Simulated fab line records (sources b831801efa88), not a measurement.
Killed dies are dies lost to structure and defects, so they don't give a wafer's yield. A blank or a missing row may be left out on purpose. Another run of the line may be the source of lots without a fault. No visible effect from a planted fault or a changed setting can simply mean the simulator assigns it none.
fab line records -- flow gf180mcu
record lots=6, wafers=18, lastDay=34
route steps=602 shown VT_IMPLANT@117
lots with no fault: from the same line, run without faults
startH: hours from the record's opening day to when the first of the lot's shown wafers began -- waitH: how many hours have passed since the lot's step before this one -- " same as the row above -- L1.1+2: several wafers, shown together as one row -- - no value, or no start was given -- * or withheld: withheld -- < > ~ a bound
route shown NAME@n: a module of which the file shows steps, and the number in the route of the first -- usual: mean and standard deviation over wafers with no fault -- same: alike in all rows -- chamber/n: place in a boat -- sites: the reading at each site -- _std_site: the values' standard deviation -- _edge_site: mean of outer sites minus mean of inner sites -- radiusMm: for every site, how far away it sits from the centre of the wafer -- mask NAME#n: copy n -- behind: the tool/chamber that last shaped the wafer -- hold: the reason the lot was held/the length of the hold in hours/how it ended -- device: the transistor (n, p or np) that didn't switch -- end of line: the route-end tests of the same wafers -- for a step that has no rows: nothing shown but its recipe -- killed: not the wafer's yield, but the dies lost to structure and defects at the first sort -- map: shows each die of a wafer: x if killed, . if not, _ if none is there
set.NAME: the setting as run; set.NAME@STEP: as run at that earlier step -- model.NAME: the simulator's own value behind a step, which no gauge read
certain route steps with their lots: each step a table, each wafer a row
services: when a tool's chamber went out of use (startH, in hours from the record's first day, below 0 if earlier), for how many hours, and the reason
## steps
# step GF_VT_IMPLANT_PEB_27
# recipe tempC=withheld, timeS=*, resist=NOVOLAK
# step GF_VT_IMPLANT_DEVELOP_28
# recipe developTimeS=60, devTempC=23
# step GF_VT_IMPLANT_OVL_MEAS_29
# usual VT_IMPLANT_02_OVL=0.7/1.2
lot.wafer,tool,chamber,startH,waitH,VT_IMPLANT_02_OVL[nm]
L849.3,overlay-01,-,186.78,0.1,0.1
L849.4,overlay-01,-,186.78,0.1,1.0
L849.5,overlay-01,-,186.78,0.1,1.3
L852.2,overlay-02,-,202.67,0.1,-1.0
L852.4,overlay-02,-,202.67,0.1,0.2
L852.6,overlay-02,-,202.67,0.1,1.7
L855.2,overlay-01,-,218.47,0.1,-0.4
L855.3,overlay-01,-,218.47,0.1,0.1
L855.6,overlay-01,-,218.47,0.1,2.3
L856.1,overlay-02,-,225.67,0.1,0.7
L856.2,overlay-02,-,225.67,0.1,2.0
L856.3,overlay-02,-,225.67,0.1,0.6
L858.2,overlay-01,-,238.12,0.1,1.5
L858.3,overlay-01,-,238.12,0.1,-1.5
L858.4,overlay-01,-,238.12,0.1,0.9
L865.1,overlay-01,-,283.82,0.1,0.7
L865.3,overlay-01,-,283.82,0.1,-0.3
L865.5,overlay-01,-,283.82,0.1,-0.8
# step GF_VT_IMPLANT_IMPLANT_30
# recipe species=B, energyKev=25, doseCm2=2.534e+12, tiltDeg=7
# step GF_VT_IMPLANT_STRIP_31
# recipe chemistry=O2/N2, powerW=1400, pressureMtorr=1500, platenTempC=250, o2FlowSccm=3000, n2FlowSccm=300, overashFraction=0.5
# usual drypumpMotorCurrentA=5.7/0.52, heaterPowerW=316/39, n2FlowSccm=300.1/0.83, oesProductAu=0.716/0.0044, stripTimeToEndpointS=12.63/0.035
# same overashFraction=0.5
lot.wafer,tool,chamber,startH,waitH,drypumpMotorCurrentA,heaterPowerW,n2FlowSccm,oesProductAu,rfHoursCounterH,stripTimeToEndpointS
L849.3,plasmaAsher-01,0,186.99,0.1,5.8,309,300.6,0.720,-,12.58
L849.4,plasmaAsher-01,1,186.99,0.1,5.1,296,299.2,0.713,-,12.61
L849.5,plasmaAsher-01,1,186.99,0.1,5.1,301,300.2,0.722,-,12.58
L852.2,plasmaAsher-01,0,202.85,0.1,5.8,303,299.7,0.717,9,12.61
L852.4,plasmaAsher-01,1,202.85,0.1,5.1,295,299.6,0.719,-,12.59
L852.6,plasmaAsher-01,1,202.85,0.1,5.1,295,301.5,0.720,-,12.59
L855.2,plasmaAsher-03,0,218.65,0.1,5.2,407,300.1,0.712,63,12.61
L855.3,plasmaAsher-03,0,218.65,0.1,5.1,409,300.4,0.717,-,12.65
L855.6,plasmaAsher-03,0,218.65,0.1,5.2,414,300.1,0.725,-,12.67
L856.1,plasmaAsher-04,0,225.85,0.1,6.5,335,299.1,0.717,55,12.63
L856.2,plasmaAsher-04,1,225.85,0.1,5.4,269,300.1,0.714,55,12.59
L856.3,plasmaAsher-04,1,225.85,0.1,5.4,278,299.1,0.717,-,12.60
L858.2,plasmaAsher-03,0,238.30,0.1,5.2,395,299.8,0.712,65,12.66
L858.3,plasmaAsher-03,1,238.30,0.1,6.0,313,299.1,0.716,-,12.61
L858.4,plasmaAsher-03,0,238.30,0.1,5.1,402,300.5,0.709,-,12.63
L865.1,plasmaAsher-01,0,284.00,0.1,5.8,301,299.8,0.708,18,12.58
L865.3,plasmaAsher-01,1,284.00,0.1,5.1,289,300.2,0.721,-,12.60
L865.5,plasmaAsher-01,1,284.00,0.1,5.1,303,300.7,0.716,-,12.57
# step GF_VT_IMPLANT_TW_MEAS_32
# usual VT_IMPLANT_3_TW=268/3.5
lot.wafer,tool,chamber,startH,waitH,VT_IMPLANT_3_TW
L849.3,filmMetro-02,-,187.07,0.1,268
L849.4,filmMetro-02,-,187.07,0.1,269
L849.5,filmMetro-02,-,187.07,0.1,266
L852.2,filmMetro-01,-,202.96,0.1,265
L852.4,filmMetro-01,-,202.96,0.1,265
L852.6,filmMetro-01,-,202.96,0.1,265
L855.2,filmMetro-03,-,218.76,0.1,272
L855.3,filmMetro-03,-,218.76,0.1,271
L855.6,filmMetro-03,-,218.76,0.1,273
L856.1,filmMetro-01,-,225.95,0.1,265
L856.2,filmMetro-01,-,225.95,0.1,265
L856.3,filmMetro-01,-,225.95,0.1,265
L858.2,filmMetro-03,-,238.43,0.1,274
L858.3,filmMetro-03,-,238.43,0.1,272
L858.4,filmMetro-03,-,238.43,0.1,273
L865.1,filmMetro-01,-,284.10,0.1,266
L865.3,filmMetro-01,-,284.10,0.1,266
L865.5,filmMetro-01,-,284.10,0.1,267
# step GF_VT_IMPLANT_DEHYDRATE_33
# recipe tempC=200, timeS=60
# step GF_VT_IMPLANT_HMDS_34
# recipe primeTimeS=60, primeTempC=120
# step GF_VT_IMPLANT_COAT_35
# recipe resist=NOVOLAK, spinRpm=3000, resistThkNm=1000
# step GF_VT_IMPLANT_SOFTBAKE_36
# recipe tempC=90, timeS=60, resist=NOVOLAK
# step GF_VT_IMPLANT_EXPOSE_37
# recipe maskId=Nwell_HV_AREA, targetCdNm=860, na=0.6, sourceShape=conventional, sigmaOuter=0.6, doseMj=140
# step GF_VT_IMPLANT_PEB_38
# recipe tempC=withheld, timeS=*, resist=NOVOLAK
# step GF_VT_IMPLANT_DEVELOP_39
# recipe developTimeS=60, devTempC=23
# usual chillPlateTempC=23.01/0.1, developTimeS=60/0
lot.wafer,tool,chamber,startH,waitH,chillPlateTempC,developTimeS
L849.3,lithoTrack-03,0,204.52,0.1,22.98,60
L849.4,lithoTrack-03,0,204.52,0.1,22.96,60
L849.5,lithoTrack-03,0,204.52,0.1,22.94,60
L852.2,lithoTrack-04,0,220.49,0.1,22.93,60
L852.4,lithoTrack-04,0,220.49,0.1,22.96,60
L852.6,lithoTrack-04,0,220.49,0.1,22.93,60
L855.2,lithoTrack-04,-,236.59,0.1,-,-
L855.3,lithoTrack-04,-,236.59,0.1,-,-
L855.6,lithoTrack-04,-,236.59,0.1,-,-
L856.1,lithoTrack-03,-,243.82,0.1,-,-
L856.2,lithoTrack-03,-,243.82,0.1,-,-
L856.3,lithoTrack-03,-,243.82,0.1,-,-
L858.2,lithoTrack-04,0,256.49,0.1,22.97,60
L858.3,lithoTrack-04,0,256.49,0.1,23.10,60
L858.4,lithoTrack-04,0,256.49,0.1,23.26,60
L865.1,lithoTrack-03,0,303.66,0.1,23.14,60
L865.3,lithoTrack-03,0,303.66,0.1,23.06,60
L865.5,lithoTrack-03,0,303.66,0.1,23.08,60
# step GF_VT_IMPLANT_OVL_MEAS_40
# usual VT_IMPLANT_03_OVL=1.0/1.4
lot.wafer,tool,chamber,startH,waitH,VT_IMPLANT_03_OVL[nm]
L849.3,overlay-02,-,204.63,0.1,0.6
L849.4,overlay-02,-,204.63,0.1,0.4
L849.5,overlay-02,-,204.63,0.1,1.7
L852.2,overlay-01,-,220.62,0.1,0.7
L852.4,overlay-01,-,220.62,0.1,0.0
L852.6,overlay-01,-,220.62,0.1,-0.2
L855.2,overlay-02,-,236.72,0.1,-
L855.3,overlay-02,-,236.72,0.1,-
L855.6,overlay-02,-,236.72,0.1,-
L856.1,overlay-01,-,243.97,0.1,-
L856.2,overlay-01,-,243.97,0.1,-
L856.3,overlay-01,-,243.97,0.1,-
L858.2,overlay-02,-,256.62,0.1,2.3
L858.3,overlay-02,-,256.62,0.1,1.6
L858.4,overlay-02,-,256.62,0.1,2.8
L865.1,overlay-01,-,303.81,0.1,0.9
L865.3,overlay-01,-,303.81,0.1,1.4
L865.5,overlay-01,-,303.81,0.1,1.1
## services
tool,chamber,startH,hours,kind
plasmaAsher-04,-,186.87,14.6,pm
plasmaAsher-03,-,190.70,2.5,repair
plasmaAsher-04,-,210.38,0.9,repair
plasmaAsher-01,-,303.19,6.4,repair
## key
firstSign step=GF_VT_IMPLANT_DEVELOP_39, reading=toolRecord, direction=missing
effect none on later readings
metAt GF_VT_IMPLANT_DEVELOP_39
struckWafers L855.2,L855.3,L855.6,L856.1,L856.2,L856.3
laterRowsLeftOut L855.2,L855.3,L855.6,L856.1,L856.2,L856.3
sortLeftOut L855.2,L855.3,L855.6,L856.1,L856.2,L856.3
testerLeftOut L855,L856
onsetBetween 220.49 236.59
fault kind=skippedStepWhole, tool=lithoTrack-03,lithoTrack-04, chamber=-, onsetH=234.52, steps=GF_VT_IMPLANT_DEVELOP_39, scope=struckLotsOnly
# testerLeftOut: of these lots the tester's yield and bins aren't shown, on N5 and GAA mostly nor the transistor test; their killed dies are dies lost to structure and defects alone, not to doping, threshold or leakage, so they don't give the yield
# sortLeftOut: the simulated sort isn't trusted on such a fault, so these wafers' sort isn't shown, and their yield isn't known
# laterRowsLeftOut: the simulator's readings of these wafers behind a module that went badly wrong aren't trusted and aren't shown, but for the sort
